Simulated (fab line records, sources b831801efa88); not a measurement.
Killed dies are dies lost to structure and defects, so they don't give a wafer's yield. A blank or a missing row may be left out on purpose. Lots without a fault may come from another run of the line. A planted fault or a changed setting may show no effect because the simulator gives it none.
Which tool did it? | flow sky130 | 6 lots, 18 wafers sampled, at 1 step of a route of 708

WHAT THE GAUGES READ, wafer by wafer
SKY_CONTACT_BOW_MEAS_05.
lot  | measured     | on            | CONTACT_BOW (um)
L378 | day 31 03:35 | film_metro-04 | 73 73 74
L381 | day 32 12:26 | film_metro-02 | 90 80 71
L385 | day 33 20:12 | film_metro-02 | 83 82 78
L390 | day 35 01:11 | film_metro-04 | 88 87 90
L394 | day 36 01:25 | film_metro-03 | 71 68 81
L399 | day 37 06:19 | film_metro-02 | 86 81 73

WHICH TOOL RAN EACH LOT (tool, then ch and the chambers of the sampled wafers, then the start)
The record holds no process step before these readings.

THE ANSWER, worked out from the rows above alone
Rule: what is usual is taken from the lots themselves. Put in order of their means at a reading, lots are off if they are a third of the lots or fewer, leave a main group of 4 or more, and stand apart from it by a gap of 3 or more times the standard deviation of the main group's means; of several such gaps the widest counts. A main group whose means are all the same, to the digits that the tables above print for the reading, isn't used. A lot without any number at a reading at which 4 lots or more have one is off too. The other lots that the step has rows for count as sound.
No lot is off at any reading shown: from this, nothing can be told.

WHAT THE SIMULATOR HAD PUT IN
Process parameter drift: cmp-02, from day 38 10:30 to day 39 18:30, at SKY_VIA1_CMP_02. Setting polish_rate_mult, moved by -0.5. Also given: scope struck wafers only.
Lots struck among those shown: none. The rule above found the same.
